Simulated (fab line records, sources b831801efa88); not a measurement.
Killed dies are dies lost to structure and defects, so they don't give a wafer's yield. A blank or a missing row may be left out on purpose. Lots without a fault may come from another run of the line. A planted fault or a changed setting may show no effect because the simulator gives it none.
A struck lot beside a sound one | flow gf180mcu | 14 steps out of a route of 602
Sound: wafers L827.1, L827.2, L827.4. Struck: wafers L822.1, L822.2, L822.5. The cause comes at the end.
At each step with rows: each side's tool, then ch and its chambers, then its first start. Under that, the readings that differ: sound wafers | struck wafers | difference of the means | sigmas: that difference in standard deviations of wafers without a fault.
alike: readings whose means differ by less than 2 such deviations, and words and numbers that are the same on both sides. not compared: withheld readings, readings that some wafer has no value for, bounds like >300 that may hide the same value, and numbers for which the record gives no deviation and whose values overlap.
The two part at a step that has a row with sigmas, a row that says differs or no value, or rows on one side only. Numbers that don't overlap but have no deviation are shown without sigmas and don't part them. A reading that every wafer of one side lacks parts them only if that side has two wafers or more.

GF_STI_THK_MEAS_24:
  sound on film_metro-03, day 5 02:12; struck on film_metro-04, day 4 02:20
  reading             | sound       | struck      | difference | sigmas
  STI_CVD_23_THK (nm) | 654 658 663 | 648 643 647 | -12        | -2
GF_STI_CMP_25: polishes, stops on Si3N4, t overpolish 33 s, target thk 524.6 nm.
  sound on cmp-02 ch 1,2,3, day 5 02:19; struck on cmp-01 ch 0,2, day 4 02:58
  alike: motor_current_A, overpolish_run_s, platen_rpm, slurry_filter_dp_kPa, time_to_endpoint_s
then, 4 steps without rows for these wafers: GF_STI_WET_ETCH_26 (etches SiO2 in dHF, target depth 94 nm, time 188 s); GF_STI_WET_ETCH_27 (etches Si3N4 in H3PO4, target depth 160 nm, time 1825 s); GF_STI_WET_ETCH_28 (etches SiO2 in dHF, target depth 20 nm, time 40 s); GF_STI_OXIDATION_29 (stabilise 600 s, purge 300 s, target thk 10 nm).
GF_STI_THK_MEAS_30:
  sound on film_metro-01, day 5 04:33; struck on film_metro-04, day 4 05:16
  alike: STI_OXIDATION_02_THK
then, 5 steps without rows for these wafers: GF_DNWELL_DEHYDRATE_00 (time 60 s); GF_DNWELL_HMDS_01 (prime time 60 s); GF_DNWELL_COAT_02 (resist thk 3000 nm); GF_DNWELL_SOFTBAKE_03; GF_DNWELL_EXPOSE_04 (exposes mask DNWELL, target cd 1700 nm).
GF_DNWELL_PEB_05:
  sound on litho_track-01 ch 0, day 5 18:00; struck on litho_track-01, day 4 19:00
  no value came back on the struck wafers for chill_plate_temp_C (C), exhaust_pa (Pa); on the sound wafers chill_plate_temp_C (C) reads 22.81 22.78 22.91
then, 1 step without rows for these wafers: GF_DNWELL_DEVELOP_06 (develop time 60 s).

WHERE THEY PART
First at GF_STI_THK_MEAS_24; last, within this record, at GF_DNWELL_PEB_05.

WHY: what the simulator had put in
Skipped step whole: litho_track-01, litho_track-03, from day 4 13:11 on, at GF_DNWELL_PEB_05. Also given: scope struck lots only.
